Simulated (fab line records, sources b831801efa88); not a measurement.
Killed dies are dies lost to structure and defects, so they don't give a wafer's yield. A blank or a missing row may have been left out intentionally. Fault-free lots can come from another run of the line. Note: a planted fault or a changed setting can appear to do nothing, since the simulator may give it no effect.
What tool caused it? | flow gf180mcu | 24 lots, 72 wafers sampled, at 6 steps of a route of 602

== WHAT EACH GAUGE READ, for each wafer ==
GF_PSD_TW_MEAS_11. Usual: PSD_TW gives 3161 (standard deviation 36).
lot  | measured     | on           | PSD_TW         | flag
L074 | day 15 20:34 | filmMetro-01 | 3160 3174 3149 | 
L075 | day 16 08:40 | filmMetro-04 | 3111 3126 3113 | 
L076 | day 16 11:55 | filmMetro-01 | 3168 3165 3163 | 
L077 | day 17 01:49 | filmMetro-04 | 3133 3110 3116 | 
L078 | day 17 12:10 | filmMetro-04 | 3112 3097 3109 | 
L079 | day 17 20:43 | filmMetro-02 | 3207 3195 3191 | 
L080 | day 18 01:25 | filmMetro-01 | 3210 3202 3208 | 
L081 | day 18 08:05 | filmMetro-04 | 3099 3109 3104 | 
L082 | day 18 17:55 | filmMetro-04 | 3100 3121 3096 | 
L083 | day 18 23:46 | filmMetro-04 | 3113 3117 3121 | 
L084 | day 19 06:40 | filmMetro-01 | 3181 3181 3178 | 
L085 | day 19 14:26 | filmMetro-01 | 3180 3156 3187 | 
L086 | day 20 05:34 | filmMetro-02 | 3183 3190 3190 | 
L087 | day 20 10:58 | filmMetro-01 | 3194 3190 3186 | 
L088 | day 20 15:22 | filmMetro-04 | 3109 3129 3109 | 
L089 | day 20 22:49 | filmMetro-02 | 3185 3181 3192 | 
L090 | day 21 09:47 | filmMetro-04 | 3133 3127 3108 | 
L091 | day 21 20:22 | filmMetro-01 | 3194 3176 3189 | 
L092 | day 22 04:35 | filmMetro-02 | 3200 3190 3193 | 
L093 | day 22 06:41 | filmMetro-01 | 3196 3174 3186 | 
L094 | day 22 12:37 | filmMetro-02 | 3186 3188 3189 | 
L095 | day 22 20:49 | filmMetro-02 | 3174 3192 3200 | 
L096 | day 23 06:35 | filmMetro-02 | 3180 3178 3201 | 
L097 | day 23 06:53 | filmMetro-02 | 3196 3194 3196 | 

GF_SAB_OVL_MEAS_10. Usual: SAB_OVL gives -0.1 nm (standard deviation 1.3).
lot  | measured     | on         | SAB_OVL (nm)   | flag
L074 | day 16 20:53 | overlay-02 | -1.4 -2.1 -2.1 | 
L075 | day 17 09:07 | overlay-01 | -3.0 -3.1 -0.5 | 
L076 | day 17 12:29 | overlay-01 | -1.1 0.9 0.5   | 
L077 | day 18 02:14 | overlay-01 | -1.4 -1.1 0.0  | 
L078 | day 18 13:38 | overlay-01 | 0.0 2.5 2.1    | 
L079 | day 19 02:38 | overlay-02 | 0.3 0.6 -0.3   | 
L080 | day 19 03:29 | overlay-02 | 0.5 -1.0 -1.1  | 
L081 | day 19 10:32 | overlay-01 | 1.8 0.3 -0.9   | 
L082 | day 19 20:04 | overlay-01 | 1.6 0.1 1.8    | 
L083 | day 20 02:17 | overlay-02 | -0.1 0.1 -2.2  | 
L084 | day 20 09:02 | overlay-02 | -0.2 -0.4 0.5  | 
L085 | day 20 16:20 | overlay-02 | -2.1 -0.9 0.8  | 
L086 | day 21 07:47 | overlay-01 | 1.1 0.7 0.8    | 
L087 | day 21 12:14 | overlay-01 | 0.7 0.5 1.4    | 
L088 | day 21 19:56 | overlay-02 | -1.5 -2.1 -0.8 | 
L089 | day 22 00:02 | overlay-02 | -0.5 -1.2 -2.0 | 
L090 | day 22 11:35 | overlay-01 | 0.8 1.9 1.7    | 
L091 | day 22 21:53 | overlay-01 | -0.6 -0.6 -1.8 | 
L092 | day 23 05:38 | overlay-01 | -1.7 -1.9 -0.1 | 
L093 | day 23 07:17 | overlay-01 | -0.4 2.2 0.9   | 
L094 | day 23 13:38 | overlay-01 | -0.1 0.5 -1.2  | 
L095 | day 23 21:32 | overlay-01 | 1.8 0.6 1.5    | 
L096 | day 24 07:00 | overlay-01 | -0.5 1.7 0.6   | 
L097 | day 24 07:09 | overlay-02 | -1.6 -1.4 -0.7 | 

GF_M1_RS_MEAS_05: measures by four-point-probe. Usual: M1_ALCU_RS gives 0.0701 ohm/sq (standard deviation 0.00068).
lot  | measured     | on           | M1_ALCU_RS (ohm/sq)  | flag
L074 | day 18 00:31 | filmMetro-01 | 0.0709 0.0705 0.0697 | 
L075 | day 18 12:49 | filmMetro-02 | 0.0704 0.0699 0.0699 | 
L076 | day 18 17:06 | filmMetro-04 | 0.0697 0.0699 0.0695 | 
L077 | day 19 06:41 | filmMetro-02 | 0.0697 0.0705 0.0697 | 
L078 | day 19 18:33 | filmMetro-02 | 0.0698 0.0697 0.0694 | 
L079 | day 20 07:13 | filmMetro-04 | 0.0705 0.0702 0.0694 | 
L080 | day 20 08:38 | filmMetro-02 | 0.0688 0.0690 0.0691 | 
L081 | day 20 15:56 | filmMetro-02 | 0.0702 0.0703 0.0708 | 
L082 | day 21 00:32 | filmMetro-01 | 0.0711 0.0700 0.0699 | 
L083 | day 21 06:55 | filmMetro-01 | 0.0698 0.0706 0.0697 | 
L084 | day 21 13:25 | filmMetro-01 | 0.0713 0.0703 0.0701 | 
L085 | day 21 19:34 | filmMetro-02 | 0.0708 0.0702 0.0697 | 
L086 | day 22 11:47 | filmMetro-01 | 0.0689 0.0693 0.0712 | 
L087 | day 22 16:17 | filmMetro-01 | 0.0706 0.0691 0.0700 | 
L088 | day 23 00:01 | filmMetro-04 | 0.0708 0.0703 0.0704 | 
L089 | day 23 03:50 | filmMetro-01 | 0.0721 0.0710 0.0726 | 
L090 | day 23 14:56 | filmMetro-04 | 0.0701 0.0714 0.0702 | 
L091 | day 24 00:50 | filmMetro-02 | 0.0693 0.0691 0.0711 | 
L092 | day 24 09:01 | filmMetro-04 | 0.0688 0.0697 0.0694 | 
L093 | day 24 10:13 | filmMetro-02 | 0.0703 0.0698 0.0696 | 
L094 | day 24 17:23 | filmMetro-04 | 0.0711 0.0707 0.0702 | 
L095 | day 25 00:52 | filmMetro-04 | 0.0697 0.0697 0.0710 | 
L096 | day 25 09:23 | filmMetro-01 | 0.0699 0.0697 0.0694 | 
L097 | day 25 09:25 | filmMetro-04 | 0.0687 0.0704 0.0695 | 

GF_V1_THK_MEAS_03. Usual: V1_CVD_02_THK gives 844 nm (standard deviation 15).
lot  | measured     | on           | V1_CVD_02_THK (nm) | flag
L074 | day 19 02:55 | filmMetro-03 | 839 830 841        | 
L075 | day 19 16:03 | filmMetro-02 | 828 855 814        | 
L076 | day 19 19:25 | filmMetro-02 | 851 824 839        | 
L077 | day 20 09:14 | filmMetro-01 | 847 859 890        | 
L078 | day 20 20:48 | filmMetro-02 | 858 832 856        | 
L079 | day 21 09:26 | filmMetro-02 | 831 862 847        | 
L080 | day 21 11:28 | filmMetro-01 | 854 827 860        | 
L081 | day 21 17:43 | filmMetro-01 | 835 837 849        | 
L082 | day 22 03:16 | filmMetro-02 | 837 838 857        | 
L083 | day 22 07:44 | filmMetro-03 | 853 840 858        | 
L084 | day 22 15:35 | filmMetro-02 | 834 874 860        | 
L085 | day 22 21:41 | filmMetro-03 | 845 844 854        | 
L086 | day 23 12:16 | filmMetro-03 | 826 828 844        | 
L087 | day 23 17:23 | filmMetro-02 | 840 822 838        | 
L088 | day 24 01:09 | filmMetro-02 | 824 826 844        | 
L089 | day 24 04:35 | filmMetro-03 | 813 845 834        | 
L090 | day 24 16:10 | filmMetro-02 | 834 852 862        | 
L091 | day 25 01:19 | filmMetro-03 | 823 824 866        | 
L092 | day 25 09:11 | filmMetro-02 | 835 829 862        | 
L093 | day 25 10:53 | filmMetro-01 | 865 851 870        | 
L094 | day 25 17:50 | filmMetro-03 | 833 843 849        | 
L095 | day 26 00:46 | filmMetro-02 | 815 841 842        | 
L096 | day 26 08:55 | filmMetro-03 | 841 862 837        | 
L097 | day 26 09:04 | filmMetro-03 | 829 848 836        | 

== TOOL THAT RAN EACH LOT (tool first, then ch and the chambers of the sampled wafers, then the start) ==
lot  | GF_SALICIDE_RTA_06              | GF_M1_SPUTTER_00
L074 | rtpAnneal-01 ch 0, day 16 21:31 | pvdSputter-01, day 18 00:18
L075 | rtpAnneal-02 ch 0, day 17 09:44 | pvdSputter-01, day 18 12:36
L076 | rtpAnneal-01 ch 0, day 17 13:07 | pvdSputter-04, day 18 16:53
L077 | rtpAnneal-01 ch 0, day 18 02:51 | pvdSputter-01, day 19 06:27
L078 | rtpAnneal-01 ch 0, day 18 14:15 | pvdSputter-01, day 19 18:19
L079 | rtpAnneal-02 ch 0, day 19 03:15 | pvdSputter-01, day 20 06:58
L080 | rtpAnneal-02 ch 0, day 19 04:06 | pvdSputter-01, day 20 08:25
L081 | rtpAnneal-01 ch 0, day 19 11:10 | pvdSputter-01, day 20 15:42
L082 | rtpAnneal-01 ch 0, day 19 20:41 | pvdSputter-01, day 21 00:19
L083 | rtpAnneal-01 ch 0, day 20 02:56 | pvdSputter-01, day 21 06:40
L084 | rtpAnneal-02 ch 0, day 20 09:39 | pvdSputter-04, day 21 13:12
L085 | rtpAnneal-01 ch 0, day 20 16:59 | pvdSputter-01, day 21 19:19
L086 | rtpAnneal-02 ch 0, day 21 08:24 | pvdSputter-02, day 22 11:19
L087 | rtpAnneal-02 ch 0, day 21 12:52 | pvdSputter-01, day 22 16:03
L088 | rtpAnneal-02 ch 0, day 21 20:34 | pvdSputter-01, day 22 23:48
L089 | rtpAnneal-01 ch 0, day 22 00:39 | pvdSputter-02, day 23 03:37
L090 | rtpAnneal-01 ch 0, day 22 12:12 | pvdSputter-04, day 23 14:42
L091 | rtpAnneal-01 ch 0, day 22 22:30 | pvdSputter-04, day 24 00:37
L092 | rtpAnneal-01 ch 0, day 23 06:17 | pvdSputter-01, day 24 08:44
L093 | rtpAnneal-01 ch 0, day 23 07:54 | pvdSputter-04, day 24 09:58
L094 | rtpAnneal-02 ch 0, day 23 14:14 | pvdSputter-02, day 24 17:08
L095 | rtpAnneal-01 ch 0, day 23 22:10 | pvdSputter-02, day 25 00:37
L096 | rtpAnneal-02 ch 0, day 24 07:40 | pvdSputter-01, day 25 09:06
L097 | rtpAnneal-01 ch 0, day 24 07:47 | pvdSputter-02, day 25 09:10
- GF_SALICIDE_RTA_06: time 30 s.
- GF_M1_SPUTTER_00: material Ti, target thk 37.5 nm, time 150 s.

== WHAT THE TOOLS THEMSELVES READ (means of the sampled wafers that have a number; where no wafer has one, the mark that the record gives instead) ==
GF_SALICIDE_RTA_06. Usual: lampPowerPct 6.1 %, standard deviation 0.48; wafer_temp_C_max 532.5, standard deviation 0.71.
lot  | tool         | lampPowerPct (%) | wafer_temp_C_max | flag
L074 | rtpAnneal-01 | 5.7              | 532.6            | 
L075 | rtpAnneal-02 | 6.7              | 533.2            | 
L076 | rtpAnneal-01 | 5.7              | 531.9            | 
L077 | rtpAnneal-01 | 5.7              | 531.7            | 
L078 | rtpAnneal-01 | 5.7              | 532.5            | 
L079 | rtpAnneal-02 | 6.7              | 533.2            | 
L080 | rtpAnneal-02 | 6.7              | 532.7            | 
L081 | rtpAnneal-01 | 5.7              | 532.3            | 
L082 | rtpAnneal-01 | 5.7              | 531.9            | 
L083 | rtpAnneal-01 | 5.7              | 532.1            | 
L084 | rtpAnneal-02 | 6.7              | 533.2            | 
L085 | rtpAnneal-01 | 5.7              | 532.1            | 
L086 | rtpAnneal-02 | 6.7              | 533.1            | 
L087 | rtpAnneal-02 | 6.7              | 533.5            | 
L088 | rtpAnneal-02 | 6.7              | 533.7            | 
L089 | rtpAnneal-01 | 5.7              | 532.0            | 
L090 | rtpAnneal-01 | 5.7              | 532.3            | 
L091 | rtpAnneal-01 | 5.7              | 531.8            | 
L092 | rtpAnneal-01 | 5.7              | 532.9            | 
L093 | rtpAnneal-01 | 5.7              | 532.9            | 
L094 | rtpAnneal-02 | 6.7              | 532.9            | 
L095 | rtpAnneal-01 | 5.7              | 531.9            | 
L096 | rtpAnneal-02 | 6.7              | 533.2            | 
L097 | rtpAnneal-01 | 5.7              | 531.9            | 

GF_M1_SPUTTER_00. Usual: substrateTempC 200.02 C, standard deviation 0.17; throttleValvePct 29.9 %, standard deviation 1.
lot  | tool          | substrateTempC (C) | throttleValvePct (%) | flag
L074 | pvdSputter-01 | 200.05             | 29.6                 | 
L075 | pvdSputter-01 | 199.84             | 29.8                 | 
L076 | pvdSputter-04 | 200.08             | 30.7                 | 
L077 | pvdSputter-01 | 200.14             | 30.0                 | 
L078 | pvdSputter-01 | 199.84             | 30.5                 | 
L079 | pvdSputter-01 | 199.94             | 30.3                 | 
L080 | pvdSputter-01 | 199.84             | 30.1                 | 
L081 | pvdSputter-01 | 200.27             | 30.5                 | 
L082 | pvdSputter-01 | 199.87             | 29.9                 | 
L083 | pvdSputter-01 | 200.10             | 30.3                 | 
L084 | pvdSputter-04 | 200.27             | 31.9                 | 
L085 | pvdSputter-01 | 199.93             | 29.9                 | 
L086 | pvdSputter-02 | 200.06             | 30.0                 | 
L087 | pvdSputter-01 | 200.03             | 29.8                 | 
L088 | pvdSputter-01 | 200.04             | 29.8                 | 
L089 | pvdSputter-02 | 200.08             | 29.1                 | 
L090 | pvdSputter-04 | 200.06             | 29.7                 | 
L091 | pvdSputter-04 | 199.98             | 29.7                 | 
L092 | pvdSputter-01 | 200.03             | 30.0                 | 
L093 | pvdSputter-04 | 199.93             | 31.0                 | 
L094 | pvdSputter-02 | 200.14             | 29.7                 | 
L095 | pvdSputter-02 | 199.91             | 29.8                 | 
L096 | pvdSputter-01 | 200.18             | 30.2                 | 
L097 | pvdSputter-02 | 200.01             | 30.1                 | 

== THE ANSWER, worked out from the rows above alone ==
Rule: a lot is off if the mean of its wafers that have a number lies more than 3 standard deviations from the usual mean. A lot without any number at a reading at which 4 lots or more have one is off too. The other lots that the step has rows for count as sound. The gauges are gone through in route order, then the tools' own readings, and for those a lot's mean is taken as printed above. The first step at which some lot is off is used, and at that step the reading that is off furthest; a lot without a number counts as furthest.
No lot is off at any reading shown: from this, nothing can be told.

== WHAT THE SIMULATOR HAD INSERTED ==
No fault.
